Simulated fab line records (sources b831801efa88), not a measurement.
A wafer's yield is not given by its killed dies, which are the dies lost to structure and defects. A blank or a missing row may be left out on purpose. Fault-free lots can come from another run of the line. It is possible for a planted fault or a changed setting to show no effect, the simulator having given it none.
Matching of chambers | flow gf180mcu | 3 sister chambers for GF_V5_CVD_02 on pecvd-04
The step deposits SiO2 from TEOS, target thk 1450 nm, time 163.28 s. 20 wafers are shown with their chamber, then 10 later ones without.

## WAFERS WITH THEIR CHAMBER
wafer  | chamber | heaterPowerW (W) | rfFwdPowerW (W)
L075.1 | 1       | 923              | 596.5
L075.3 | 0       | 671              | 599.5
L075.5 | 2       | 529              | 599.2
L077.1 | 1       | 873              | 598.4
L077.5 | 1       | 735              | 596.6
L077.6 | 0       | 647              | 598.1
L079.2 | 0       | 539              | 598.4
L079.3 | 2       | 572              | 599.0
L079.4 | 2       | 644              | 599.4
L080.1 | 1       | 768              | 596.8
L080.3 | 0       | 669              | 595.0
L080.6 | 2       | 634              | 596.5
L083.2 | 1       | 919              | 598.2
L083.4 | 1       | 718              | 596.5
L083.6 | 2       | 522              | 598.2
L084.3 | 0       | 680              | 597.8
L084.4 | 1       | 747              | 598.4
L084.5 | 2       | 618              | 597.7
L088.1 | 0       | 665              | 597.1
L088.4 | 2       | 658              | 599.5

SIGNATURES (means of the wafers above)
reading      | chamber 0 | chamber 1 | chamber 2 | scatter within a chamber
heaterPowerW | 645.17    | 811.86    | 596.71    | 69.1
rfFwdPowerW  | 597.650   | 597.343   | 598.500   | 1.19
Rule: for each reading, subtract the chamber's mean from the wafer's reading, divide by that reading's scatter and square the result; add these up over the readings and take the root, which gives the wafer's distance from the chamber. If the next closest chamber is less than 2 further off than the closest, the wafer can't be placed; otherwise it belongs to the closest. The scatter: the root of (the sum of the squares of (reading less its chamber's mean) over the shown wafers, divided by (wafers less chambers)).

## WAFERS MISSING THEIR CHAMBER
wafer  | heaterPowerW (W) | rfFwdPowerW (W)
L088.6 | 869              | 596.4
L093.3 | 679              | 600.4
L093.4 | 889              | 596.8
L093.5 | 544              | 602.6
L094.3 | 689              | 594.9
L094.4 | 531              | 598.0
L094.5 | 565              | 594.7
L097.2 | 913              | 596.4
L097.4 | 532              | 596.0
L097.5 | 755              | 594.9

## EACH ONE'S CHAMBER
wafer  | from the rows above          | in truth
L088.6 | 1                            | 1
L093.3 | can't be placed: 2 or 0 or 1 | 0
L093.4 | 1                            | 1
L093.5 | can't be placed: 2 or 0      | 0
L094.3 | can't be placed: 0 or 1 or 2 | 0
L094.4 | can't be placed: 2 or 0      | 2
L094.5 | can't be placed: 0 or 2 or 1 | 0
L097.2 | 1                            | 1
L097.4 | can't be placed: 0 or 2      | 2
L097.5 | can't be placed: 1 or 0 or 2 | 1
Correct placement for 3 of the 10. Unplaceable from these rows: 7, with the true chamber sitting among the candidates in 7. Wrongly placed: 0.
